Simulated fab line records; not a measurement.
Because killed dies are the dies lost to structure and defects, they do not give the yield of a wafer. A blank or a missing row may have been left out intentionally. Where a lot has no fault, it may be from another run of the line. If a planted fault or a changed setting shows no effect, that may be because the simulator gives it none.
A lot that was struck, set against a sound lot    flow sky130    15 steps out of a route of 708
Sound: these wafers, L443.3, L443.5, L443.6. The struck wafers were L449.3, L449.4, L449.6. Last of all comes the cause.
Per side, at each step with rows, come the tool, then ch with its chambers, and then its first start. Under that, the readings that differ: sound wafers    struck wafers    difference of the means    sigmas: that difference in standard deviations of wafers without a fault.
alike: words and numbers the same on both sides, and readings whose means are apart by under 2 such deviations; not compared: readings that were withheld, readings missing a value for some wafer, numbers with overlapping values and no deviation given by the record, and bounds like >300 which may hide the same value.
Wherever a step has rows on one side only, a row that says differs or no value, or a row with sigmas, the two part there. Non-overlapping numbers with no deviation appear without sigmas and do not part them. A reading that every wafer of one side lacks parts them only if that side has two wafers or more.

first, 1 step without rows for these wafers: SKY_VIA1_CMP_24 (polishes, stops on SiO2, t overpolish 15 s, target thk 0 nm).
SKY_METAL2_SPUTTER_00: material Ti, target thk 15 nm, time 10 s.
  sound on pvdSputter-02 at day 35 22:52; struck on pvdSputter-02 at day 39 15:05
  alike: throttleValvePct
SKY_METAL2_SPUTTER_01: material TiN, target thk 20 nm, time 16.7 s.
  sound on pvdSputter-02 at day 35 22:54; struck on pvdSputter-02 at day 39 15:07
  alike: throttleValvePct
SKY_METAL2_SPUTTER_02: material AlCu, target thk 250 nm, time 13.3 s.
  sound on pvdSputter-02 at day 35 22:55; struck on pvdSputter-02 at day 39 15:08
  alike: throttleValvePct
SKY_METAL2_SPUTTER_03: material Ti, target thk 5 nm, time 3.3 s.
  sound on pvdSputter-02 at day 35 22:57; struck on pvdSputter-02 at day 39 15:10
  alike: throttleValvePct
SKY_METAL2_SPUTTER_04: material TiN, target thk 70 nm, time 58.3 s.
  sound on pvdSputter-02 at day 35 22:58; struck on pvdSputter-02 at day 39 15:11
  alike: throttleValvePct
SKY_METAL2_RS_MEAS_05: uses a four-point probe to measure.
  sound on filmMetro-01 at day 35 23:03; struck on filmMetro-02 at day 39 15:16
  alike: METAL2_ALCU_RS
SKY_METAL2_THK_MEAS_06: measures by xrf.
  sound on filmMetro-01 at day 35 23:09; struck on filmMetro-02 at day 39 15:22
  alike: METAL2_ALCU_THK
then, 4 steps without rows for these wafers: SKY_METAL2_DEHYDRATE_07 (time 60 s); SKY_METAL2_HMDS_08 (prime time 60 s); SKY_METAL2_COAT_09 (resist thk 60 nm); SKY_METAL2_COAT_10 (resist thk 450 nm).
SKY_METAL2_SOFTBAKE_11: time 90 s.
  sound on lithoTrack-02 ch 0, day 36 12:00; struck on lithoTrack-02 ch 0, day 40 03:00
reading         sound                 struck                difference  sigmas
runLengthS (s)  119.10 119.17 119.10  124.84 124.88 124.84  +5.73       +41
then, 1 step without rows for these wafers: SKY_METAL2_EXPOSE_12 (exposes mask MM2, target cd 140 nm).
-- the record jumps here: 10 days lie between the struck wafers' starts before and after (it left off in module METAL2 and takes up again in module PAD_OPEN, whose first step shown is number 708 of the route) --
SKY_PAD_OPEN_PROBE_99:
  sound on prober-01 at day 47 05:40; struck on prober-01 at day 49 23:32
  alike: defectLimitedYield, killed_at_M0_to_M3, killed_at_M4_up, killedAtContacts, killedAtFrontEnd, killedAtOther, killedDies, killedOpen, killedShort, sort_bin_3_pad_short, sort_bin_5_function, sort_bin_6_memory, sortNPass, sortYieldPct

WHERE THEY PART
SKY_METAL2_SOFTBAKE_11 only, going by this record. Later steps at which nothing parts them and some readings are alike: SKY_PAD_OPEN_PROBE_99.

WHY: the cause the simulator had injected
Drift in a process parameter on lithoTrack-02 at SKY_METAL2_SOFTBAKE_11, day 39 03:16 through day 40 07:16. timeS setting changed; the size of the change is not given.
